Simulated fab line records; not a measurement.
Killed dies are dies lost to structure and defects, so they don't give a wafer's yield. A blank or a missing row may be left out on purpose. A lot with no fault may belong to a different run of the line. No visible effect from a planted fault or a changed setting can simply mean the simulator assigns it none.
Chamber matching ; flow gf180mcu ; GF_V2_CVD_00 on hdpcvd-01 has 3 sister chambers
The step deposits SiO2, target thk 600 nm, time 100 s. 6 wafers are shown with their chamber, then 9 later ones without.

== WAFERS WITH THEIR CHAMBER ==
wafer;chamber;run_length_s (s);pressure_mtorr (mTorr)
L821.6;2;127.6;5.989
L825.2;1;127.4;6.005
L825.4;0;128.4;5.988
L826.1;0;127.7;6.012
L826.2;2;128.0;5.982
L826.5;1;127.2;5.985

== WAFERS WITHOUT THEIR CHAMBER ==
wafer;run_length_s (s);pressure_mtorr (mTorr)
L827.1;128.1;5.995
L827.4;127.8;6.000
L827.5;127.5;5.994
L828.2;127.2;5.999
L828.4;127.9;5.982
L828.5;127.1;5.985
L829.2;126.9;6.008
L829.4;127.9;5.984
L829.5;127.3;5.991

== THE CHAMBER EACH PASSED THROUGH ==
wafer;from the rows above;in truth
L827.1;can't be placed: 0 or 2 or 1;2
L827.4;can't be placed: 0 or 2 or 1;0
L827.5;can't be placed: 1 or 2 or 0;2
L828.2;can't be placed: 1 or 2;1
L828.4;can't be placed: 2 or 0 or 1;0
L828.5;can't be placed: 1 or 2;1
L829.2;can't be placed: 1 or 2 or 0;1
L829.4;can't be placed: 2 or 0 or 1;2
L829.5;can't be placed: 1 or 2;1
Placed correctly: 0 of 9. These rows do not allow placing 9 (true chamber among the candidates in 9). Number placed wrongly: 0.
How it was worked out, from the rows above alone: a wafer's distance from a chamber is the root of the sum, over the readings, of the square of ((its reading less the chamber's mean) divided by the reading's scatter). If the next closest chamber is less than 2 further off than the closest, the wafer can't be placed; otherwise it belongs to the closest. Each chamber's mean is taken over the wafers shown for it. The scatter is the square root of a quotient: the sum, over the shown wafers, of each reading's squared deviation from its chamber's mean, divided by wafers minus chambers.
